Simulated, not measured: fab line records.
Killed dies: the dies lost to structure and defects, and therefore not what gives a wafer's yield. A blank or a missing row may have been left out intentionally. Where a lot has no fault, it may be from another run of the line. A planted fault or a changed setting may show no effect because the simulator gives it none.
The tool behind it: which one? -- flow gf180mcu -- 13 lots with 39 wafers sampled at 3 steps, on a route of 602 steps

WHAT THE GAUGES READ, wafer by wafer
GF_M2_OVL_MEAS_15.
lot,measured,on,M2_OVL (nm)
L142,day 19 01:34,overlay-01,-6 -3 -9
L143,day 19 12:03,overlay-01,8 -3 -1
L144,day 19 15:50,overlay-01,1 3 -5
L145,day 20 10:38,overlay-01,-10 -7 -8
L146,day 20 21:01,overlay-02,3 5 -3
L147,day 21 10:45,overlay-01,5 -3 6
L148,day 21 13:46,overlay-02,3 -16 2
L151,day 22 21:32,overlay-02,-4 4 1
L153,day 23 04:43,overlay-01,1 -2 -6
L157,day 24 20:56,overlay-02,-7 3 -11
L158,day 25 01:16,overlay-01,6 -2 -8
L162,day 26 01:26,overlay-02,7 1 5
L165,day 27 01:52,overlay-02,8 -8 2

GF_V2_BOW_MEAS_05.
lot,measured,on,V2_BOW (um)
L142,day 19 02:50,film_metro-04,98 94 102
L143,day 19 13:46,film_metro-03,105 99 97
L144,day 19 17:10,film_metro-02,84 92 102
L145,day 20 12:03,film_metro-02,97 103 100
L146,day 20 22:25,film_metro-04,111 112 119
L147,day 21 12:17,film_metro-03,90 99 104
L148,day 21 15:16,film_metro-02,97 96 110
L151,day 22 22:51,film_metro-02,98 96 113
L153,day 23 06:02,film_metro-04,86 94 102
L157,day 24 22:18,film_metro-04,103 112 111
L158,day 25 02:32,film_metro-04,105 115 90
L162,day 26 02:46,film_metro-02,98 109 112
L165,day 27 03:10,film_metro-02,95 96 100

GF_V2_CD_MEAS_14: target cd 260 nm.
lot,measured,on,cd_nm (nm)
L142,day 20 03:09,cd_sem-01,260.1 260.8 260.8
L143,day 20 14:36,cd_sem-02,260.6 259.9 259.9
L144,day 20 17:35,cd_sem-01,257.4 257.6 258.3
L145,day 21 11:05,cd_sem-01,261.9 261.2 261.0
L146,day 21 22:06,cd_sem-02,261.1 260.9 261.7
L147,day 22 11:38,cd_sem-01,258.4 260.0 259.1
L148,day 22 14:33,cd_sem-02,258.9 259.1 259.1
L151,day 23 21:49,cd_sem-02,259.7 258.7 259.6
L153,day 24 04:13,cd_sem-02,259.7 258.6 259.1
L157,day 25 19:38,cd_sem-02,259.0 258.8 260.3
L158,day 25 23:51,cd_sem-02,259.2 259.0 259.4
L162,day 26 23:19,cd_sem-02,260.8 260.4 259.8
L165,day 27 22:43,cd_sem-02,259.9 260.9 260.4

EACH LOT AND THE TOOL THAT RAN IT (in order: tool; ch and the chambers of the sampled wafers; start)
Before these readings, the record contains no process step.

WHAT THE TOOLS THEMSELVES READ (means of the sampled wafers that have a number; where no wafer has one, the mark that the record gives instead)
The record holds no such reading with a usual standard deviation.

THE ANSWER, worked out from the rows above alone
Rule: usual is defined by the lots themselves. Put in order of their means at a reading, lots are off if they are a third of the lots or fewer, leave a main group of 4 or more, and stand apart from it by a gap of 3 or more times the standard deviation of the main group's means; of several such gaps the widest counts. The tables above print the reading to a certain number of digits; a main group whose means all agree to those digits is not used. A lot without any number at a reading at which 4 lots or more have one is off too. All remaining lots with rows at the step are treated as sound. The gauges are gone through in route order, then the tools' own readings, and for those a lot's mean is taken as printed above. At the first step where some lot is off, the reading lying furthest off is the one used; lots without a number count as furthest.
No lot is off at any reading shown: from this, nothing can be told.

WHAT HAD BEEN PUT IN BY THE SIMULATOR
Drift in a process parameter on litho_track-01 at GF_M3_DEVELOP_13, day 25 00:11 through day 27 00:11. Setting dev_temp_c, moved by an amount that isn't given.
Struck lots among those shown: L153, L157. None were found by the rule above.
